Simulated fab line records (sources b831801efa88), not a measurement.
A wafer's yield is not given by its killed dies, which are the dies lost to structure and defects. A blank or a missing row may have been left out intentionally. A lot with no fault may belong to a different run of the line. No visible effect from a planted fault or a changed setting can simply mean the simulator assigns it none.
fab line records + flow sky130
record:
- lots: 14
- wafers: 42
- last_day: 50
route steps=708 shown VT_ADJUST_LVTN@117 VT_ADJUST_NCORE@126 SONOS_TUNNEL@163
lots with no fault: from the same line, run without faults
start_h: start of the lot's first displayed wafer, in hours after the record's first day + wait_h: hours elapsed since this lot's preceding step + " identical to the entry in the row above + L1.1+2: one row covering several wafers at once + - value missing, or start not given + * or withheld: withheld + < > ~ a bound
route shown NAME@n: a module of which the file shows steps, and the number in the route of the first + usual: mean/standard deviation of fault-free wafers + same: alike in all rows + chamber/n: place in a boat + sites: per-site readings + _std_site: how widely they spread, as a standard deviation + _edge_site: outer sites' mean less inner sites' + radius_mm: how far each site lies from the wafer's centre + mask NAME#n: copy n + behind: the last tool/chamber to shape the wafer + hold: why the lot was held/for how many hours/how that ended + device: names the non-switching transistor (n, p or np) + end of line: the same wafers' tests at the end of the route + for a step that has no rows: nothing shown but its recipe + killed: count of dies lost to structure and defects at first sort (not the wafer's yield) + map: a wafer's dies, marking killed ones x, the rest . and places with no die _
set.NAME: the setting the step ran with; set.NAME@STEP: the setting that earlier step ran with + model.NAME: the simulator's own value behind a step, which no gauge read
one table for each step of the route and one row for each wafer, over a sample of lots
services: the hour from which a tool's chamber was out of use, counted from the record's first day as start_h (under 0 if before that day), plus the number of hours and why
== steps ==
step: SKY_VT_ADJUST_LVTN_STRIP_20
recipe:
- chemistry: O2/N2
- power_w: 1400
- pressure_mtorr: 1500
- platen_temp_c: withheld
- o2_flow_sccm: 3000
- n2_flow_sccm: 300
- overash_fraction: 0.5
usual:
- drypump_motor_current_A: 5.53/0.26
- oes_product_au: 0.716/0.0044
- strip_time_to_endpoint_s: 14.19/0.04
| lot.wafer | tool            | chamber | start_h | wait_h | drypump_motor_current_A | oes_product_au | rf_hours_counter_h | strip_time_to_endpoint_s |
|-----------|-----------------|---------|---------|--------|-------------------------|----------------|--------------------|--------------------------|
| L894.2    | plasma_asher-02 | 1       | 160.79  | 0.1    | 5.46                    | 0.716          | 38                 | 14.21                    |
| L894.3    | "               | 1       | "       | "      | 5.49                    | 0.713          | -                  | 14.17                    |
| L894.4    | "               | 0       | "       | "      | 5.73                    | 0.715          | -                  | 14.14                    |
| L895.2    | plasma_asher-01 | 0       | 163.27  | 0.1    | 6.01                    | 0.721          | 4                  | 14.23                    |
| L895.4    | "               | 0       | "       | "      | 6.00                    | 0.716          | -                  | 14.19                    |
| L895.5    | "               | 1       | "       | "      | 5.41                    | 0.726          | -                  | 14.17                    |
| L896.3    | plasma_asher-02 | 1       | 171.55  | 0.1    | 5.45                    | 0.715          | -                  | 14.23                    |
| L896.4    | "               | 0       | "       | "      | 5.73                    | 0.711          | -                  | 14.18                    |
| L896.6    | "               | 1       | "       | "      | 5.45                    | 0.714          | -                  | 14.22                    |
| L898.2    | plasma_asher-03 | 1       | 184.92  | 0.1    | 5.13                    | 0.718          | 49                 | 14.20                    |
| L898.4    | "               | 0       | "       | "      | 5.64                    | 0.724          | -                  | 14.21                    |
| L898.6    | "               | 0       | "       | "      | 5.63                    | 0.708          | -                  | 14.24                    |
| L899.3    | plasma_asher-03 | 0       | 189.75  | 0.1    | 5.67                    | 0.716          | -                  | 14.17                    |
| L899.5    | "               | 0       | "       | "      | 5.67                    | 0.713          | -                  | 14.14                    |
| L899.6    | "               | 1       | "       | "      | 5.14                    | 0.712          | -                  | 14.15                    |
| L901.2    | plasma_asher-03 | 1       | 201.52  | 0.1    | 5.14                    | 0.719          | 50                 | 14.19                    |
| L901.3    | "               | 0       | "       | "      | 5.62                    | 0.715          | -                  | 14.21                    |
| L901.5    | "               | 1       | "       | "      | 5.13                    | 0.720          | -                  | 14.16                    |
| L903.1    | plasma_asher-03 | 1       | 230.19  | 0.1    | 5.16                    | 0.722          | 53                 | 14.17                    |
| L903.3    | "               | 1       | "       | "      | 5.15                    | 0.718          | -                  | 14.14                    |
| L903.4    | "               | 0       | "       | "      | 5.63                    | 0.718          | -                  | 14.13                    |
| L905.1    | plasma_asher-01 | 1       | 249.63  | 0.1    | 5.45                    | 0.714          | 13                 | 14.16                    |
| L905.3    | "               | 0       | "       | "      | 5.98                    | 0.716          | -                  | 14.17                    |
| L905.4    | "               | 1       | "       | "      | 5.45                    | 0.713          | -                  | 14.16                    |
| L906.1    | plasma_asher-01 | 1       | 253.23  | 0.1    | 5.44                    | 0.714          | 13                 | 14.14                    |
| L906.4    | "               | 1       | "       | "      | 5.43                    | 0.714          | -                  | 14.15                    |
| L906.6    | "               | 0       | "       | "      | 6.00                    | 0.711          | -                  | 14.19                    |
| L909.1    | plasma_asher-03 | 0       | 264.67  | 0.1    | 5.64                    | 0.719          | 56                 | 14.16                    |
| L909.2    | "               | 1       | "       | "      | 5.15                    | 0.721          | 56                 | 14.17                    |
| L909.6    | "               | 1       | "       | "      | 5.15                    | 0.721          | -                  | 14.18                    |
| L912.1    | plasma_asher-03 | 1       | 282.68  | 0.1    | 5.12                    | 0.713          | 58                 | 14.26                    |
| L912.4    | "               | 0       | "       | "      | 5.65                    | 0.706          | -                  | 14.27                    |
| L912.5    | "               | 0       | "       | "      | 5.63                    | 0.713          | -                  | 14.24                    |
| L914.1    | plasma_asher-01 | 0       | 298.10  | 0.1    | 6.01                    | 0.714          | 17                 | 14.25                    |
| L914.2    | "               | 1       | "       | "      | 5.43                    | 0.720          | 17                 | 14.26                    |
| L914.5    | "               | 0       | "       | "      | 6.00                    | 0.716          | -                  | 14.26                    |
| L916.2    | plasma_asher-01 | 1       | 306.47  | 0.1    | 5.45                    | 0.726          | 18                 | 14.27                    |
| L916.4    | "               | 1       | "       | "      | 5.44                    | 0.718          | -                  | 14.21                    |
| L916.5    | "               | 1       | "       | "      | 5.44                    | 0.719          | -                  | 14.24                    |
| L917.1    | plasma_asher-02 | 1       | 318.17  | 0.1    | 5.47                    | 0.719          | 53                 | 14.16                    |
| L917.2    | "               | 0       | "       | "      | 5.72                    | 0.718          | 53                 | 14.14                    |
| L917.3    | "               | 1       | "       | "      | 5.47                    | 0.718          | -                  | 14.17                    |
step: SKY_VT_ADJUST_LVTN_TW_MEAS_21
usual:
- VT_ADJUST_LVTN_2_TW: 188.4/0.87
| lot.wafer | tool          | chamber | start_h | wait_h | VT_ADJUST_LVTN_2_TW |
|-----------|---------------|---------|---------|--------|---------------------|
| L894.2    | film_metro-03 | -       | 160.90  | 0.1    | 187.4               |
| L894.3    | "             | -       | "       | "      | 187.1               |
| L894.4    | "             | -       | "       | "      | 188.0               |
| L895.2    | film_metro-03 | -       | 163.38  | 0.1    | 187.5               |
| L895.4    | "             | -       | "       | "      | 186.8               |
| L895.5    | "             | -       | "       | "      | 187.3               |
| L896.3    | film_metro-03 | -       | 171.64  | 0.1    | 188.1               |
| L896.4    | "             | -       | "       | "      | 188.4               |
| L896.6    | "             | -       | "       | "      | 189.5               |
| L898.2    | film_metro-01 | -       | 185.03  | 0.1    | 188.4               |
| L898.4    | "             | -       | "       | "      | 188.8               |
| L898.6    | "             | -       | "       | "      | 189.3               |
| L899.3    | film_metro-01 | -       | 189.84  | 0.1    | 189.8               |
| L899.5    | "             | -       | "       | "      | 188.5               |
| L899.6    | "             | -       | "       | "      | 189.2               |
| L901.2    | film_metro-04 | -       | 201.63  | 0.1    | 190.7               |
| L901.3    | "             | -       | "       | "      | 190.2               |
| L901.5    | "             | -       | "       | "      | 189.2               |
| L903.1    | film_metro-03 | -       | 230.29  | 0.1    | 186.8               |
| L903.3    | "             | -       | "       | "      | 188.3               |
| L903.4    | "             | -       | "       | "      | 186.7               |
| L905.1    | film_metro-01 | -       | 249.78  | 0.1    | 188.8               |
| L905.3    | "             | -       | "       | "      | 188.6               |
| L905.4    | "             | -       | "       | "      | 187.7               |
| L906.1    | film_metro-01 | -       | 253.33  | 0.1    | 188.8               |
| L906.4    | "             | -       | "       | "      | 188.2               |
| L906.6    | "             | -       | "       | "      | 189.1               |
| L909.1    | film_metro-03 | -       | 264.77  | 0.1    | 189.1               |
| L909.2    | "             | -       | "       | "      | 188.9               |
| L909.6    | "             | -       | "       | "      | 189.2               |
| L912.1    | film_metro-03 | -       | 282.78  | 0.1    | 189.0               |
| L912.4    | "             | -       | "       | "      | 189.2               |
| L912.5    | "             | -       | "       | "      | 188.8               |
| L914.1    | film_metro-04 | -       | 298.20  | 0.1    | 189.3               |
| L914.2    | "             | -       | "       | "      | 188.0               |
| L914.5    | "             | -       | "       | "      | 188.2               |
| L916.2    | film_metro-03 | -       | 306.58  | 0.1    | 188.2               |
| L916.4    | "             | -       | "       | "      | 187.9               |
| L916.5    | "             | -       | "       | "      | 189.5               |
| L917.1    | film_metro-03 | -       | 318.27  | 0.1    | 188.9               |
| L917.2    | "             | -       | "       | "      | 189.8               |
| L917.3    | "             | -       | "       | "      | 189.6               |
step: SKY_VT_ADJUST_NCORE_CD_MEAS_07
recipe:
- target_cd_nm: 380
usual:
- cd_nm: 380.0/2.4
| lot.wafer | tool      | chamber | start_h | wait_h | cd_nm |
|-----------|-----------|---------|---------|--------|-------|
| L894.2    | cd_sem-02 | -       | 181.60  | 0.1    | 377.9 |
| L894.3    | "         | -       | "       | "      | 377.7 |
| L894.4    | "         | -       | "       | "      | 377.5 |
| L895.2    | cd_sem-02 | -       | 183.45  | 0.1    | 380.3 |
| L895.4    | "         | -       | "       | "      | 377.5 |
| L895.5    | "         | -       | "       | "      | 379.4 |
| L896.3    | cd_sem-01 | -       | 192.23  | 0.1    | 379.5 |
| L896.4    | "         | -       | "       | "      | 380.8 |
| L896.6    | "         | -       | "       | "      | 383.9 |
| L898.2    | cd_sem-01 | -       | 205.55  | 0.1    | 377.3 |
| L898.4    | "         | -       | "       | "      | 377.2 |
| L898.6    | "         | -       | "       | "      | 375.5 |
| L899.3    | cd_sem-02 | -       | 209.77  | 0.1    | 379.7 |
| L899.5    | "         | -       | "       | "      | 379.0 |
| L899.6    | "         | -       | "       | "      | 376.1 |
| L901.2    | cd_sem-02 | -       | 221.97  | 0.1    | 382.4 |
| L901.3    | "         | -       | "       | "      | 380.7 |
| L901.5    | "         | -       | "       | "      | 384.0 |
| L903.1    | cd_sem-02 | -       | 253.47  | 0.1    | 381.5 |
| L903.3    | "         | -       | "       | "      | 383.2 |
| L903.4    | "         | -       | "       | "      | 384.3 |
| L905.1    | cd_sem-01 | -       | 273.39  | 0.1    | 379.9 |
| L905.3    | "         | -       | "       | "      | 381.1 |
| L905.4    | "         | -       | "       | "      | 377.5 |
| L906.1    | cd_sem-02 | -       | 277.14  | 0.1    | 384.8 |
| L906.4    | "         | -       | "       | "      | 384.4 |
| L906.6    | "         | -       | "       | "      | 384.7 |
| L909.1    | cd_sem-02 | -       | 288.93  | 0.1    | 380.4 |
| L909.2    | "         | -       | "       | "      | 381.4 |
| L909.6    | "         | -       | "       | "      | 379.5 |
| L912.1    | cd_sem-02 | -       | 307.29  | 0.1    | 384.7 |
| L912.4    | "         | -       | "       | "      | 383.4 |
| L912.5    | "         | -       | "       | "      | 383.3 |
| L914.1    | cd_sem-02 | -       | 323.29  | 0.1    | 379.3 |
| L914.2    | "         | -       | "       | "      | 379.6 |
| L914.5    | "         | -       | "       | "      | 377.5 |
| L916.2    | cd_sem-01 | -       | 332.09  | 0.1    | 378.2 |
| L916.4    | "         | -       | "       | "      | 375.0 |
| L916.5    | "         | -       | "       | "      | 379.4 |
| L917.1    | cd_sem-02 | -       | 345.13  | 0.1    | 378.0 |
| L917.2    | "         | -       | "       | "      | 379.1 |
| L917.3    | "         | -       | "       | "      | 378.3 |
step: SKY_SONOS_TUNNEL_IMPLANT_09
recipe:
- species: B
- energy_kev: 20
- dose_cm2: 1e+12
- tilt_deg: withheld
usual:
- dose_ions_cm2: 1.0001e+12/9.3e+08
- faraday_current_uA: 5.65/0.12
| lot.wafer | tool         | chamber | start_h | wait_h | dose_ions_cm2 | faraday_current_uA |
|-----------|--------------|---------|---------|--------|---------------|--------------------|
| L894.2    | implanter-01 | 0       | 246.41  | 0.0    | 1.0001e+12    | 5.59               |
| L894.3    | "            | 0       | "       | "      | 1.0002e+12    | 5.80               |
| L894.4    | "            | 0       | "       | "      | 9.983e+11     | 5.72               |
| L895.2    | implanter-03 | 0       | 250.89  | 0.0    | 1e+12         | 5.61               |
| L895.4    | "            | 0       | "       | "      | 9.99e+11      | 5.66               |
| L895.5    | "            | 0       | "       | "      | 1.0003e+12    | 5.76               |
| L896.3    | implanter-03 | 0       | 258.99  | 0.1    | 1.0009e+12    | 5.54               |
| L896.4    | "            | 0       | "       | "      | 1.0018e+12    | 5.53               |
| L896.6    | "            | 0       | "       | "      | 1.0015e+12    | 5.73               |
| L898.2    | implanter-03 | 0       | 275.66  | 0.0    | 9.972e+11     | 5.79               |
| L898.4    | "            | 0       | "       | "      | 1.0004e+12    | 5.57               |
| L898.6    | "            | 0       | "       | "      | 1.0013e+12    | 5.89               |
| L899.3    | implanter-03 | 0       | 279.64  | 0.1    | 1.0009e+12    | 5.99               |
| L899.5    | "            | 0       | "       | "      | 1.0014e+12    | 5.62               |
| L899.6    | "            | 0       | "       | "      | 1.001e+12     | 5.87               |
| L901.2    | implanter-01 | 0       | 292.81  | 0.0    | 9.994e+11     | 5.66               |
| L901.3    | "            | 0       | "       | "      | 9.992e+11     | 5.65               |
| L901.5    | "            | 0       | "       | "      | 9.979e+11     | 5.69               |
| L903.1    | implanter-04 | 0       | 329.80  | 0.0    | 1.0016e+12    | 5.66               |
| L903.3    | "            | 0       | "       | "      | 9.999e+11     | 5.61               |
| L903.4    | "            | 0       | "       | "      | 9.995e+11     | 5.79               |
| L905.1    | implanter-01 | 0       | 351.75  | 0.0    | 1.4797e+12    | 8.37               |
| L905.3    | "            | 0       | "       | "      | 1.4789e+12    | 8.57               |
| L905.4    | "            | 0       | "       | "      | 1.4784e+12    | 8.06               |
| L906.1    | implanter-01 | 0       | 357.04  | 0.0    | 1.4785e+12    | 8.11               |
| L906.4    | "            | 0       | "       | "      | 1.4798e+12    | 8.19               |
| L906.6    | "            | 0       | "       | "      | 1.4795e+12    | 8.30               |
| L909.1    | implanter-04 | 0       | 369.80  | 0.0    | 1.0007e+12    | 5.66               |
| L909.2    | "            | 0       | "       | "      | 9.996e+11     | 5.64               |
| L909.6    | "            | 0       | "       | "      | 1.0004e+12    | 5.81               |
| L912.1    | implanter-03 | 0       | 390.45  | 0.0    | 9.996e+11     | 5.68               |
| L912.4    | "            | 0       | "       | "      | 9.996e+11     | 5.69               |
| L912.5    | "            | 0       | "       | "      | 9.999e+11     | 5.71               |
| L914.1    | implanter-03 | 0       | 408.41  | 0.0    | 1e+12         | 5.47               |
| L914.2    | "            | 0       | "       | "      | 1.0005e+12    | 5.57               |
| L914.5    | "            | 0       | "       | "      | 1e+12         | 5.68               |
| L916.2    | implanter-03 | 0       | 418.61  | 0.0    | 9.991e+11     | 5.79               |
| L916.4    | "            | 0       | "       | "      | 9.998e+11     | 5.72               |
| L916.5    | "            | 0       | "       | "      | 9.995e+11     | 5.75               |
| L917.1    | implanter-01 | 0       | 432.51  | 0.0    | 1.0004e+12    | 5.80               |
| L917.2    | "            | 0       | "       | "      | 1.001e+12     | 5.66               |
| L917.3    | "            | 0       | "       | "      | 9.995e+11     | 5.49               |
step: SKY_SONOS_TUNNEL_TW_MEAS_12
usual:
- SONOS_TUNNEL_TW: 198.0/0.74
| lot.wafer | tool          | chamber | start_h | wait_h | SONOS_TUNNEL_TW |
|-----------|---------------|---------|---------|--------|-----------------|
| L894.2    | film_metro-04 | -       | 246.81  | 0.0    | 197.1           |
| L894.3    | "             | -       | "       | "      | 196.4           |
| L894.4    | "             | -       | "       | "      | 196.9           |
| L895.2    | film_metro-03 | -       | 251.28  | 0.0    | 197.8           |
| L895.4    | "             | -       | "       | "      | 197.6           |
| L895.5    | "             | -       | "       | "      | 197.9           |
| L896.3    | film_metro-03 | -       | 259.38  | 0.0    | 197.5           |
| L896.4    | "             | -       | "       | "      | 198.7           |
| L896.6    | "             | -       | "       | "      | 197.8           |
| L898.2    | film_metro-03 | -       | 276.07  | 0.0    | 197.7           |
| L898.4    | "             | -       | "       | "      | 198.7           |
| L898.6    | "             | -       | "       | "      | 198.0           |
| L899.3    | film_metro-04 | -       | 280.04  | 0.0    | 197.6           |
| L899.5    | "             | -       | "       | "      | 196.5           |
| L899.6    | "             | -       | "       | "      | 196.3           |
| L901.2    | film_metro-01 | -       | 293.22  | 0.0    | 198.5           |
| L901.3    | "             | -       | "       | "      | 197.8           |
| L901.5    | "             | -       | "       | "      | 198.0           |
| L903.1    | film_metro-01 | -       | 330.29  | 0.0    | 198.1           |
| L903.3    | "             | -       | "       | "      | 199.2           |
| L903.4    | "             | -       | "       | "      | 199.4           |
| L905.1    | film_metro-03 | -       | 352.16  | 0.0    | 221.2           |
| L905.3    | "             | -       | "       | "      | 220.6           |
| L905.4    | "             | -       | "       | "      | 220.6           |
| L906.1    | film_metro-03 | -       | 357.45  | 0.0    | 220.4           |
| L906.4    | "             | -       | "       | "      | 220.5           |
| L906.6    | "             | -       | "       | "      | 222.2           |
| L909.1    | film_metro-01 | -       | 370.21  | 0.0    | 198.8           |
| L909.2    | "             | -       | "       | "      | 197.9           |
| L909.6    | "             | -       | "       | "      | 197.9           |
| L912.1    | film_metro-04 | -       | 390.86  | 0.0    | 197.9           |
| L912.4    | "             | -       | "       | "      | 197.0           |
| L912.5    | "             | -       | "       | "      | 198.2           |
| L914.1    | film_metro-01 | -       | 408.82  | 0.0    | 198.4           |
| L914.2    | "             | -       | "       | "      | 198.8           |
| L914.5    | "             | -       | "       | "      | 197.4           |
| L916.2    | film_metro-01 | -       | 419.03  | 0.0    | 198.3           |
| L916.4    | "             | -       | "       | "      | 197.8           |
| L916.5    | "             | -       | "       | "      | 198.9           |
| L917.1    | film_metro-01 | -       | 432.92  | 0.0    | 198.1           |
| L917.2    | "             | -       | "       | "      | 197.7           |
| L917.3    | "             | -       | "       | "      | 197.4           |
== services ==
| tool            | chamber | start_h | hours | kind       |
|-----------------|---------|---------|-------|------------|
| implanter-01    | -       | 163.42  | 5.6   | pm         |
| implanter-01    | -       | 171.34  | 1.5   | repair     |
| implanter-01    | -       | 181.55  | 6.9   | repair     |
| implanter-04    | -       | 199.02  | 5.2   | repair     |
| implanter-03    | -       | 219.39  | 1.3   | repair     |
| implanter-04    | -       | 241.60  | 8.4   | pm         |
| implanter-03    | -       | 245.68  | 2.9   | repair     |
| plasma_asher-03 | -       | 247.96  | 0.6   | repair     |
| implanter-03    | -       | 262.76  | 1.2   | repair     |
| implanter-04    | -       | 270.42  | 4.1   | pm         |
| plasma_asher-02 | -       | 270.84  | 2.8   | pm         |
| implanter-03    | -       | 290.59  | 5.0   | repair     |
| implanter-04    | -       | 296.22  | 7.3   | repair     |
| implanter-01    | -       | 308.79  | 2.7   | repair     |
| plasma_asher-01 | -       | 366.33  | 2.8   | pm         |
| plasma_asher-03 | -       | 394.86  | 2.5   | repair     |
| plasma_asher-03 | -       | 421.25  | 9.0   | pm         |
| plasma_asher-03 | 0       | 421.25  | 9.0   | vent_cycle |
| plasma_asher-03 | 1       | 421.25  | 9.0   | vent_cycle |
| implanter-04    | -       | 426.49  | 1.5   | repair     |
| plasma_asher-03 | 0       | 430.25  | -     | clean      |
| plasma_asher-03 | 1       | 430.25  | -     | clean      |
== key ==
first_sign:
- step: SKY_SONOS_TUNNEL_IMPLANT_09
- reading: dose_ions_cm2
- direction: up
- sigmas: 99+
- usual: *
- struck: *
effect:
- step: SKY_SONOS_TUNNEL_IMPLANT_09
- reading: faraday_current_uA
- direction: up
- sigmas: 23
- usual: 5.65
- struck: 8.27
effect:
- step: SKY_SONOS_TUNNEL_TW_MEAS_12
- reading: SONOS_TUNNEL_TW
- direction: up
- sigmas: 31
- usual: 198.0
- struck: 220.9
met_at SKY_SONOS_TUNNEL_IMPLANT_09
struck_lots L905,L906
sort_left_out L905.1,L905.3,L905.4
tester_left_out L905,L906
not_acting_at SKY_VT_ADJUST_LVTN_STRIP_20,SKY_VT_ADJUST_LVTN_TW_MEAS_21,SKY_VT_ADJUST_NCORE_CD_MEAS_07
onset_between 292.81 351.75
fault:
- kind: process_parameter_drift
- tool: implanter-01
- chamber: -
- onset_h: 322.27
- steps: SKY_SONOS_TUNNEL_IMPLANT_09
- channel: dose_cm2
- offset: *
- shape: step
- end_h: 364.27
- acts_in: *
- stated: *
tester_left_out: of these lots the tester's yield and bins aren't shown, on N5 and GAA mostly nor the transistor test; their killed dies are dies lost to structure and defects alone, not to doping, threshold or leakage, so they don't give the yield
sort_left_out: the simulated sort isn't trusted on such a fault, so these wafers' sort isn't shown, and their yield isn't known
